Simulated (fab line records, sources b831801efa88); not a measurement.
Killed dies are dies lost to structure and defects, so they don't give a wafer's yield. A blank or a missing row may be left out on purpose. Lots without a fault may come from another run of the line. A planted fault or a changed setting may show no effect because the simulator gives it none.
fab line records | flow gf180mcu
record lots=5 wafers=15 last_day=34
route steps=602 shown DNWELL@40 NWELL@42 LVPWELL@54 MVSD@66
lots that met no fault: from a run of the same line without faults
start_h: hours from the record's first day to the start of the lot's first wafer shown | wait_h: hours since the lot's step before | " the same as in the row above | L1.1+2: a row that stands for several wafers | - no value, or no start given | * or withheld: withheld | < > ~ a bound
route shown NAME@n: a module of which the file shows steps, and the number in the route of the first | usual: mean/standard deviation of fault-free wafers | same: alike in all rows | chamber/n: place in a boat | sites: the reading at each site | _std_site: their standard deviation | _edge_site: outer sites' mean less inner sites' | radius_mm: how far each site lies from the wafer's centre | mask NAME#n: copy n | behind: the tool/chamber that last shaped the wafer | hold: why the lot was held/for how many hours/how that ended | device: the transistor (n, p or np) that didn't switch | end of line: the same wafers' tests at the end of the route | a step without rows: its recipe alone | killed: dies lost to structure and defects at the first sort, not the wafer's yield | map: a wafer's dies, x killed, . not, _ none there
set.NAME: the setting as run; set.NAME@STEP: as run at that earlier step | model.NAME: the simulator's own value behind a step, which no gauge read
lots at some steps of the route; a table a step, a row a wafer
services: from which hour (start_h, from the record's first day; less than 0 if before it) a tool's chamber was out of use, for how many hours, and why
## steps
# step GF_DNWELL_STRIP_08
# recipe chemistry=O2/N2 power_w=1400 pressure_mtorr=1500 platen_temp_c=250 o2_flow_sccm=3000 n2_flow_sccm=300 overash_fraction=0.5
# usual drypump_motor_current_A=5.89/0.19 heater_power_w=335/21 o2_flow_sccm=2998/9.6 oes_product_au=0.722/0.0045 strip_time_to_endpoint_s=36.89/0.11
# columns lot.wafer tool chamber start_h wait_h drypump_motor_current_A heater_power_w o2_flow_sccm oes_product_au rf_hours_counter_h strip_time_to_endpoint_s
L756.1 plasma_asher-01 0 58.50 0.1 5.80 312 3007 0.723 38 36.87
L756.3 " 1 " " 6.02 370 3005 0.731 - 36.78
L756.4 " 0 " " 5.78 321 2987 0.721 - 36.84
L760.1 plasma_asher-03 1 80.34 0.1 6.17 345 3001 0.721 42 37.01
L760.3 " 0 " " 5.81 321 3013 0.724 - 36.90
L760.5 " 0 " " 5.83 327 3011 0.722 - 36.90
L767.2 plasma_asher-02 0 116.89 0.1 5.58 341 2992 0.716 34 36.89
L767.4 " 0 " " 5.59 351 2991 0.724 - 36.78
L767.6 " 1 " " 6.10 304 3005 0.721 - 36.80
L773.1 plasma_asher-01 1 148.84 0.1 6.00 360 2972 0.723 3 36.83
L773.3 " 0 " " 5.79 318 3005 0.718 - 36.79
L773.6 " 1 " " 5.99 357 2988 0.717 - 36.71
L776.4 plasma_asher-01 0 165.59 0.1 5.81 325 3018 0.727 - 36.91
L776.5 " 1 " " 6.04 367 3014 0.724 - 36.89
L776.6 " 0 " " 5.79 317 3001 0.735 - 36.93
# step GF_DNWELL_TW_MEAS_09
# usual DNWELL_TW=1347/11
# columns lot.wafer tool chamber start_h wait_h DNWELL_TW
L756.1 film_metro-03 - 58.60 0.1 1352
L756.3 " - " " 1350
L756.4 " - " " 1350
L760.1 film_metro-03 - 80.44 0.1 1347
L760.3 " - " " 1349
L760.5 " - " " 1357
L767.2 film_metro-01 - 117.00 0.1 1342
L767.4 " - " " 1330
L767.6 " - " " 1342
L773.1 film_metro-03 - 148.94 0.1 1353
L773.3 " - " " 1357
L773.6 " - " " 1363
L776.4 film_metro-01 - 165.68 0.1 1332
L776.5 " - " " 1337
L776.6 " - " " 1322
# step GF_NWELL_DEHYDRATE_00
# recipe temp_c=200 time_s=60
# step GF_NWELL_HMDS_01
# recipe prime_time_s=60 prime_temp_c=120
# step GF_NWELL_COAT_02
# recipe spin_rpm=2000 resist_thk_nm=3000
# step GF_NWELL_SOFTBAKE_03
# recipe temp_c=110 time_s=withheld
# step GF_NWELL_EXPOSE_04
# recipe mask_id=Nwell target_cd_nm=860 na=0.6 source_shape=conventional sigma_outer=0.6 dose_mj=260
# step GF_NWELL_PEB_05
# recipe temp_c=115 time_s=withheld
# step GF_NWELL_DEVELOP_06
# recipe wall_angle_deg=90 develop_time_s=60 dev_temp_c=23
# step GF_NWELL_OVL_MEAS_07
# usual NWELL_OVL=0.1/1.3
# columns lot.wafer tool chamber start_h wait_h NWELL_OVL[nm]
L756.1 overlay-01 - 71.10 - 0.9
L756.3 " - " " 1.6
L756.4 " - " " -2.3
L760.1 overlay-01 - 93.97 - 1.3
L760.3 " - " " -2.1
L760.5 " - " " -0.3
L767.2 overlay-01 - 131.50 - 0.3
L767.4 " - " " 0.3
L767.6 " - " " -0.5
L773.1 overlay-01 - 165.19 - -0.1
L773.3 " - " " 0.8
L773.6 " - " " 0.8
L776.4 overlay-02 - 181.74 - 1.4
L776.5 " - " " 0.3
L776.6 " - " " 1.6
# step GF_NWELL_IMPLANT_08
# recipe species=P energy_kev=450 dose_cm2=1.5e+13 tilt_deg=0
# step GF_NWELL_IMPLANT_09
# recipe species=P energy_kev=160 dose_cm2=4e+12 tilt_deg=0
# step GF_NWELL_STRIP_10
# recipe chemistry=O2/N2 power_w=1400 pressure_mtorr=1500 platen_temp_c=250 o2_flow_sccm=3000 n2_flow_sccm=300 overash_fraction=0.5
# usual drypump_motor_current_A=5.79/0.21 heater_power_w=330/15 o2_flow_sccm=2999/8.5 oes_product_au=0.723/0.0046 strip_time_to_endpoint_s=36.96/0.096
# columns lot.wafer tool chamber start_h wait_h drypump_motor_current_A heater_power_w o2_flow_sccm oes_product_au rf_hours_counter_h strip_time_to_endpoint_s model.coat_of_NWELL_COAT_02.thk_nm
L756.1 plasma_asher-04 0 71.43 0.1 5.69 309 3002 0.714 42 37.06 0
L756.3 " 1 " " 5.56 343 2994 0.714 - 36.88 0
L756.4 " 0 " " 5.70 308 2992 0.723 - 37.05 0
L760.1 plasma_asher-02 0 94.31 0.1 5.60 344 2996 0.721 32 36.82 0
L760.3 " 1 " " 6.07 313 2987 0.718 - 36.84 0
L760.5 " 1 " " 6.07 315 2988 0.723 - 36.73 0
L767.2 plasma_asher-04 0 131.83 0.1 5.70 323 2988 0.963 48 - 794.3
L767.4 " 0 " " 5.71 317 2990 0.956 - - 797.2
L767.6 " 0 " " 5.71 307 2993 0.955 - - 793.9
L773.1 plasma_asher-02 0 165.53 0.1 5.58 347 2999 0.720 40 36.90 0
L773.3 " 0 " " 5.59 348 2985 0.733 - 36.90 0
L773.6 " 0 " " 5.61 352 2996 0.723 - 36.95 0
L776.4 plasma_asher-04 1 182.09 0.1 5.60 340 2986 0.723 - 37.01 0
L776.5 " 1 " " 5.60 350 2995 0.721 - 37.02 0
L776.6 " 0 " " 5.71 314 3001 0.719 - 37.09 0
# step GF_NWELL_TW_MEAS_11
# usual NWELL_TW=1578/6.9
# columns lot.wafer tool chamber start_h wait_h NWELL_TW
L756.1 film_metro-03 - 71.53 0.1 1577
L756.3 " - " " 1577
L756.4 " - " " 1580
L760.1 film_metro-03 - 94.41 0.1 1587
L760.3 " - " " 1580
L760.5 " - " " 1577
L767.2 film_metro-04 - 131.94 0.1 1581
L767.4 " - " " 1577
L767.6 " - " " 1584
L773.1 film_metro-04 - 165.75 0.2 1595
L773.3 " - " " 1593
L773.6 " - " " 1589
L776.4 film_metro-04 - 182.19 0.1 1565
L776.5 " - " " 1579
L776.6 " - " " 1578
# step GF_LVPWELL_DEHYDRATE_00
# recipe temp_c=200 time_s=60
# step GF_LVPWELL_HMDS_01
# recipe prime_time_s=60 prime_temp_c=120
# step GF_LVPWELL_COAT_02
# recipe spin_rpm=2000 resist_thk_nm=3000
# step GF_LVPWELL_SOFTBAKE_03
# recipe temp_c=110 time_s=withheld
# step GF_LVPWELL_EXPOSE_04
# recipe mask_id=LVPWELL target_cd_nm=600 na=0.6 source_shape=conventional sigma_outer=0.6 dose_mj=260
# step GF_LVPWELL_PEB_05
# recipe temp_c=115 time_s=withheld
# step GF_LVPWELL_DEVELOP_06
# recipe wall_angle_deg=90 develop_time_s=60 dev_temp_c=23
# step GF_LVPWELL_OVL_MEAS_07
# usual LVPWELL_OVL=1.3/1.3
# columns lot.wafer tool chamber start_h wait_h LVPWELL_OVL[nm]
L756.1 overlay-01 - 84.92 - 0.1
L756.3 " - " " 2.0
L756.4 " - " " -1.2
L760.1 overlay-01 - 108.41 - 2.4
L760.3 " - " " 2.0
L760.5 " - " " 2.5
L767.2 overlay-02 - 146.48 - -1.2
L767.4 " - " " 0.6
L767.6 " - " " 2.5
L773.1 overlay-01 - 182.29 - -0.7
L773.3 " - " " 0.4
L773.6 " - " " 0.7
L776.4 overlay-01 - 198.74 - 1.8
L776.5 " - " " 3.2
L776.6 " - " " 4.2
# step GF_LVPWELL_IMPLANT_08
# recipe species=B energy_kev=170 dose_cm2=1.5e+13 tilt_deg=0
# step GF_LVPWELL_IMPLANT_09
# recipe species=B energy_kev=60 dose_cm2=5e+12 tilt_deg=0
# step GF_LVPWELL_STRIP_10
# recipe chemistry=O2/N2 power_w=1400 pressure_mtorr=1500 platen_temp_c=250 o2_flow_sccm=3000 n2_flow_sccm=300 overash_fraction=0.5
# usual drypump_motor_current_A=5.84/0.21 heater_power_w=332/17 o2_flow_sccm=2999/8.5 oes_product_au=0.723/0.0046 strip_time_to_endpoint_s=36.91/0.096
# columns lot.wafer tool chamber start_h wait_h drypump_motor_current_A heater_power_w o2_flow_sccm oes_product_au rf_hours_counter_h strip_time_to_endpoint_s
L756.1 plasma_asher-04 0 85.26 0.1 5.71 308 2995 0.720 44 37.02
L756.3 " 1 " " 5.57 343 2998 0.717 - 37.09
L756.4 " 0 " " 5.72 319 2989 0.725 - 37.02
L760.1 plasma_asher-04 0 108.74 0.1 5.70 324 2992 0.724 46 36.86
L760.3 " 1 " " 5.60 342 2995 0.727 - 36.76
L760.5 " 0 " " 5.71 308 2984 0.725 - 36.88
L767.2 plasma_asher-04 0 146.81 0.1 5.69 310 2997 0.721 50 48.82
L767.4 " 0 " " 5.69 306 2990 0.726 - 48.90
L767.6 " 0 " " 5.68 316 2997 0.726 - 48.85
L773.1 plasma_asher-01 0 182.63 0.1 5.80 317 2997 0.723 7 36.77
L773.3 " 0 " " 5.79 326 3000 0.733 - 36.85
L773.6 " 1 " " 6.07 362 2993 0.719 - 36.75
L776.4 plasma_asher-01 0 199.09 0.1 5.79 302 3013 0.727 - 36.86
L776.5 " 0 " " 5.77 318 3015 0.726 - 36.99
L776.6 " 1 " " 6.04 355 2993 0.729 - 36.93
# step GF_LVPWELL_TW_MEAS_11
# usual LVPWELL_TW=561.1/2.9
# columns lot.wafer tool chamber start_h wait_h LVPWELL_TW
L756.1 film_metro-02 - 85.36 0.1 557.2
L756.3 " - " " 558.0
L756.4 " - " " 558.9
L760.1 film_metro-03 - 108.84 0.1 560.4
L760.3 " - " " 557.8
L760.5 " - " " 559.7
L767.2 film_metro-04 - 146.92 0.1 107.1
L767.4 " - " " 100.2
L767.6 " - " " 108.0
L773.1 film_metro-02 - 182.73 0.1 566.2
L773.3 " - " " 566.1
L773.6 " - " " 563.0
L776.4 film_metro-04 - 199.19 0.1 560.5
L776.5 " - " " 559.1
L776.6 " - " " 564.5
# step GF_MVSD_DEHYDRATE_00
# recipe temp_c=200 time_s=60
## services
# columns tool chamber start_h hours kind
plasma_asher-03 - 39.64 14.6 pm
plasma_asher-01 - 40.61 3.4 repair
plasma_asher-02 - 48.58 0.6 repair
plasma_asher-04 - 49.74 0.9 repair
plasma_asher-02 - 51.65 1.5 repair
plasma_asher-03 - 64.48 2.8 pm
plasma_asher-01 - 72.99 2.8 pm
plasma_asher-02 - 83.67 0.7 repair
plasma_asher-01 - 108.75 9.0 pm
plasma_asher-01 0 108.75 9.0 vent_cycle
plasma_asher-01 1 108.75 9.0 vent_cycle
plasma_asher-01 - 109.99 6.4 repair
plasma_asher-01 0 117.75 - clean
plasma_asher-01 1 117.75 - clean
plasma_asher-04 - 187.94 2.8 repair
## key
first_sign step=GF_NWELL_STRIP_10 reading=oes_product_au direction=up sigmas=52 usual=0.723 struck=0.958
effect step=GF_LVPWELL_STRIP_10 reading=strip_time_to_endpoint_s direction=up sigmas=99+ usual=* struck=*
effect step=GF_LVPWELL_TW_MEAS_11 reading=LVPWELL_TW direction=down sigmas=99+ usual=561.1 struck=105.1
model_effect step=GF_NWELL_STRIP_10 value=coat_of_NWELL_COAT_02.thk_nm without=0 struck=795.2
met_at GF_NWELL_STRIP_10
struck_wafers L767.2,L767.4,L767.6
sort_left_out L767.2,L767.4,L767.6
tester_left_out L767
onset_between 71.43 131.83
fault kind=strip_aborted tool=plasma_asher-04 chamber=- onset_h=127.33 steps=GF_NWELL_STRIP_10 offset=0.54649 end_h=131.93
# tester_left_out: of these lots the tester's yield and bins aren't shown, on N5 and GAA mostly nor the transistor test; their killed dies are dies lost to structure and defects alone, not to doping, threshold or leakage, so they don't give the yield
# sort_left_out: the simulated sort isn't trusted on such a fault, so these wafers' sort isn't shown, and their yield isn't known
